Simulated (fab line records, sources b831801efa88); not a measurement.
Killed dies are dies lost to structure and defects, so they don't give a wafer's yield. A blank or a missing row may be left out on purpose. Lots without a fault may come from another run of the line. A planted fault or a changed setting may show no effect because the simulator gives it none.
Which tool did it? | flow gf180mcu | 14 lots, 42 wafers sampled, at 3 steps of a route of 602

WHAT THE GAUGES READ, wafer by wafer
The record holds no reading of a measuring or inspecting step that can be judged against a usual standard deviation.

WHICH TOOL RAN EACH LOT (tool, then ch and the chambers of the sampled wafers, then the start)
lot  | GF_V4_SPUTTER_22             | GF_MIM_SPUTTER_03            | GF_MIM_SPUTTER_08
L352 | pvd_sputter-03, day 24 20:11 | pvd_sputter-04, day 24 20:59 | pvd_sputter-02, day 24 21:10
L354 | pvd_sputter-04, day 25 06:38 | pvd_sputter-01, day 25 07:26 | pvd_sputter-02, day 25 07:38
L353 | pvd_sputter-03, day 25 06:59 | pvd_sputter-04, day 25 07:46 | pvd_sputter-01, day 25 07:58
L355 | pvd_sputter-03, day 25 23:35 | pvd_sputter-02, day 26 00:23 | pvd_sputter-04, day 26 00:35
L357 | pvd_sputter-02, day 26 07:40 | pvd_sputter-02, day 26 08:28 | pvd_sputter-01, day 26 08:39
L358 | pvd_sputter-02, day 26 11:16 | pvd_sputter-01, day 26 12:10 | pvd_sputter-04, day 26 12:22
L361 | pvd_sputter-04, day 27 16:28 | pvd_sputter-02, day 27 17:29 | pvd_sputter-01, day 27 17:40
L364 | pvd_sputter-03, day 28 14:58 | pvd_sputter-01, day 28 15:46 | pvd_sputter-04, day 28 15:58
L365 | pvd_sputter-02, day 28 19:23 | pvd_sputter-04, day 28 20:11 | pvd_sputter-01, day 28 20:23
L367 | pvd_sputter-04, day 29 05:46 | pvd_sputter-04, day 29 06:34 | pvd_sputter-02, day 29 06:45
L368 | pvd_sputter-04, day 29 19:13 | pvd_sputter-04, day 29 20:00 | pvd_sputter-02, day 29 20:11
L369 | pvd_sputter-02, day 30 02:59 | pvd_sputter-01, day 30 03:47 | pvd_sputter-02, day 30 03:59
L371 | pvd_sputter-02, day 30 21:31 | pvd_sputter-02, day 30 22:19 | pvd_sputter-01, day 30 22:31
L373 | pvd_sputter-03, day 31 06:23 | pvd_sputter-02, day 31 07:11 | pvd_sputter-04, day 31 07:23
- GF_V4_SPUTTER_22: material TiN, target thk 10 nm, time 40 s.
- GF_MIM_SPUTTER_03: material Ti, target thk 10 nm, time 6.7 s.
- GF_MIM_SPUTTER_08: material AlCu, target thk 200 nm, time 10.6 s.

WHAT THE TOOLS THEMSELVES READ (means of the sampled wafers that have a number; where no wafer has one, the mark that the record gives instead)
GF_V4_SPUTTER_22.
lot  | tool           | cathode_dc_power_W (W) | chamber_pressure_pa (Pa) | throttle_valve_pct (%)
L352 | pvd_sputter-03 | 4000.4                 | 4.997                    | 29.7
L354 | pvd_sputter-04 | 3999.9                 | 4.987                    | 29.7
L353 | pvd_sputter-03 | 4000.3                 | 5.010                    | 29.8
L355 | pvd_sputter-03 | 4000.2                 | 5.003                    | 30.4
L357 | pvd_sputter-02 | 4000.0                 | 5.007                    | 30.0
L358 | pvd_sputter-02 | 3999.7                 | 5.004                    | 30.0
L361 | pvd_sputter-04 | 3999.4                 | 5.011                    | 28.8
L364 | pvd_sputter-03 | 4000.3                 | 5.008                    | 29.8
L365 | pvd_sputter-02 | 3999.8                 | 5.003                    | 31.0
L367 | pvd_sputter-04 | 3999.6                 | 4.998                    | 28.4
L368 | pvd_sputter-04 | 4000.7                 | 5.001                    | 29.7
L369 | pvd_sputter-02 | 3999.7                 | 4.997                    | 30.1
L371 | pvd_sputter-02 | 3999.8                 | 4.996                    | 30.0
L373 | pvd_sputter-03 | 4000.4                 | 5.000                    | 29.7

GF_MIM_SPUTTER_03.
lot  | tool           | cathode_dc_power_W (W) | chamber_pressure_pa (Pa) | throttle_valve_pct (%)
L352 | pvd_sputter-04 | 2999.7                 | 0.3002                   | 29.1
L354 | pvd_sputter-01 | 3000.2                 | 0.2996                   | 30.5
L353 | pvd_sputter-04 | 3000.0                 | 0.3002                   | 28.8
L355 | pvd_sputter-02 | 3000.4                 | 0.2999                   | 30.4
L357 | pvd_sputter-02 | -                      | -                        | -
L358 | pvd_sputter-01 | -                      | -                        | -
L361 | pvd_sputter-02 | 3000.0                 | 0.3000                   | 30.1
L364 | pvd_sputter-01 | 3000.6                 | 0.3004                   | 28.8
L365 | pvd_sputter-04 | 2999.5                 | 0.2999                   | 29.0
L367 | pvd_sputter-04 | 2999.8                 | 0.3003                   | 28.9
L368 | pvd_sputter-04 | 3000.0                 | 0.3004                   | 29.0
L369 | pvd_sputter-01 | 3000.5                 | 0.3001                   | 31.7
L371 | pvd_sputter-02 | 3000.1                 | 0.3004                   | 30.8
L373 | pvd_sputter-02 | 3000.0                 | 0.3005                   | 30.4

GF_MIM_SPUTTER_08.
lot  | tool           | cathode_dc_power_W (W) | chamber_pressure_pa (Pa) | throttle_valve_pct (%)
L352 | pvd_sputter-02 | 10597                  | 0.3999                   | 29.8
L354 | pvd_sputter-02 | 10600                  | 0.4003                   | 29.8
L353 | pvd_sputter-01 | 10599                  | 0.3997                   | 29.2
L355 | pvd_sputter-04 | 10601                  | 0.4003                   | 29.7
L357 | pvd_sputter-01 | 10602                  | 0.3998                   | 29.1
L358 | pvd_sputter-04 | 10602                  | 0.3997                   | 29.7
L361 | pvd_sputter-01 | 10602                  | 0.3996                   | 30.3
L364 | pvd_sputter-04 | 10602                  | 0.3996                   | 29.0
L365 | pvd_sputter-01 | 10602                  | 0.3999                   | 31.1
L367 | pvd_sputter-02 | 10599                  | 0.3998                   | 30.1
L368 | pvd_sputter-02 | 10600                  | 0.4003                   | 29.8
L369 | pvd_sputter-02 | 10600                  | 0.3997                   | 30.0
L371 | pvd_sputter-01 | 10599                  | 0.4001                   | 29.6
L373 | pvd_sputter-04 | 10600                  | 0.3997                   | 28.8

THE ANSWER, worked out from the rows above alone
Rule: what is usual is taken from the lots themselves. Put in order of their means at a reading, lots are off if they are a third of the lots or fewer, leave a main group of 4 or more, and stand apart from it by a gap of 3 or more times the standard deviation of the main group's means; of several such gaps the widest counts. A main group whose means are all the same, to the digits that the tables above print for the reading, isn't used. A lot without any number at a reading at which 4 lots or more have one is off too. The other lots that the step has rows for count as sound. The gauges are gone through in route order, then the tools' own readings, and for those a lot's mean is taken as printed above. The first step at which some lot is off is used, and at that step the reading that is off furthest; a lot without a number counts as furthest.
Off: L357, L358, at GF_MIM_SPUTTER_03 (cathode_dc_power_W). Without a number there: L357, L358. The main group: mean 3000.1 W, standard deviation 0.31.
A tool fits if, at that step or a process step before it, it ran every lot that is off, and no sound lot after the first of them. None of those tried fits.

WHAT THE SIMULATOR HAD PUT IN
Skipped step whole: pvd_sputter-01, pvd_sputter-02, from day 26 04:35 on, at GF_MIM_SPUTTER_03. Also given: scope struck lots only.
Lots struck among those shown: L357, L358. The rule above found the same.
